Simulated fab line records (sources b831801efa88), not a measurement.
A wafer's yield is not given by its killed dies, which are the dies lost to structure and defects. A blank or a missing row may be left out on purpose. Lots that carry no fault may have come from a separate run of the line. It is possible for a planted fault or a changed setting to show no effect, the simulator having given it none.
A struck lot beside a sound one :: flow sky130 :: 16 out of 708 route steps
Sound: wafers L475.1, L475.2, L475.5. Struck: wafers L466.2, L466.6. (L466.3 of the same lot was not struck and is left out.) The cause comes at the end.
Per side, at each step with rows, come the tool, then ch with its chambers, and then its first start. Under that, the readings that differ: sound wafers :: struck wafers :: difference of the means :: sigmas: that difference in standard deviations of wafers without a fault.
alike: readings whose means differ by less than 2 such deviations, and words and numbers that are the same on both sides. not compared: withheld readings, readings that some wafer has no value for, bounds like >300 that may hide the same value, and numbers for which the record gives no deviation and whose values overlap.
A row with sigmas, a row that says differs or no value, or rows on one side alone: a step with any of these is where the two part. Numbers that have no deviation but don't overlap get no sigmas and don't part them. Lack of a reading on every wafer of one side parts them only where that side has two or more wafers.

first, 3 steps without rows for these wafers: SKY_METAL2_EXPOSE_12 (exposes mask MM2, target cd 140 nm); SKY_METAL2_PEB_13; SKY_METAL2_DEVELOP_14 (develop time 60 s).
SKY_METAL2_CD_MEAS_15: the cd target is 140 nm.
  sound: cd-sem-02 at day 42 09:36; struck: cd-sem-02 at day 38 09:28
  alike: cd-nm
SKY_METAL2_OVL_MEAS_16:
  sound: overlay-01 at day 42 09:43; struck: overlay-02 at day 38 09:35
reading: METAL2_OVL (nm)
sound: -17 -6 -4
struck: 7 8
difference: +16
sigmas: +3
SKY_METAL2_DESCUM_17: chemistry O2, time 8 s.
  sound on rie-metal-01 ch 0,1, day 42 09:46; struck on rie-metal-03 ch 0,1, day 38 09:37
  alike: drypump-motor-current-A, oes-product-au
  not compared: rf-hours-counter-h
SKY_METAL2_ETCH_18: etches BARC in N2/H2, stops on SiO2, time 45.9 s, target depth 60 nm.
  sound on rie-metal-01 ch 0,1, day 42 09:47; struck on rie-metal-03 ch 0,1, day 38 09:38
reading: oes-product-au (a.u.)
sound: 0.846 0.854 0.855
struck: 0.869 0.856
difference: +0.011
sigmas: +2
  alike: drypump-motor-current-A, throttle-valve-pct
  not compared: rf-hours-counter-h
SKY_METAL2_METAL_ETCH_19: etches the open film in Cl2/BCl3, stops on SiO2, target depth 360 nm, time 78 s.
  sound on rie-metal-01 ch 0,1, day 42 09:52; struck on rie-metal-03 ch 0,1, day 38 09:42
  alike: drypump-motor-current-A, oes-product-au, throttle-valve-pct
  not compared: rf-hours-counter-h
SKY_METAL2_STRIP_20: strips in O2/N2.
  sound on plasma-asher-01 ch 0,1, day 42 09:57; struck on plasma-asher-01 ch 0,1, day 38 09:47
  alike: drypump-motor-current-A, oes-product-au, strip-time-to-endpoint-s
  not compared: rf-hours-counter-h
then, 3 steps without rows for these wafers: SKY_METAL2_STRIP_21 (strips in post etch residue remover, time 1200 s); SKY_METAL2_CLEAN_22 (cleans in IPA, time 180 s); SKY_METAL2_CLEAN_23 (cleans in O3/DIW).
SKY_VIA2_HDPCVD_00: deposits SiO2, target thk 1180 nm, time 196.7 s.
  sound on hdpcvd-02 ch 1,2, day 42 10:33; struck on hdpcvd-01 ch 0, day 38 10:23
reading: model.SiO2_of_VIA2_HDPCVD_00.thk-nm (nm)
sound: 1185 1159 1159
struck: 1847 1845
difference: +678
sigmas: 
SKY_VIA2_THK_MEAS_01:
  sound: film-metro-04 at day 42 10:40; struck: film-metro-04 at day 38 10:31
reading: VIA2_HDPCVD_THK (nm)
sound: 1185 1157 1158
struck: 1847 1845
difference: +679
sigmas: +42
SKY_VIA2_CMP_02: polishes SiO2.
  sound on cmp-02 ch 0,2, day 42 10:44; struck on cmp-01 ch 0,3, day 38 10:34
  alike: motor-current-A
-- the record jumps here: 10 days lie between the struck wafers' starts before and after (it left off in module VIA2 and takes up again in module PAD_OPEN, whose first step shown is number 708 of the route) --
SKY_PAD_OPEN_PROBE_99:
  sound: prober-01 at day 51 00:58; struck: prober-01 at day 48 07:38
  alike: defect-limited-yield, killed_at_M0_to_M3, killed_at_M4_up, killed-at-contacts, killed-at-front-end, killed-at-other, killed-dies, killed-open, killed-short, sort_bin_3_pad_short, sort_bin_5_function, sort_bin_6_memory, sort-n-pass, sort-yield-pct

WHERE THEY PART
Earliest at SKY_METAL2_OVL_MEAS_16; latest, in this record, at SKY_VIA2_THK_MEAS_01. Later steps at which nothing parts them and some readings are alike: SKY_VIA2_CMP_02, SKY_PAD_OPEN_PROBE_99.

WHY: what had been put in by the simulator
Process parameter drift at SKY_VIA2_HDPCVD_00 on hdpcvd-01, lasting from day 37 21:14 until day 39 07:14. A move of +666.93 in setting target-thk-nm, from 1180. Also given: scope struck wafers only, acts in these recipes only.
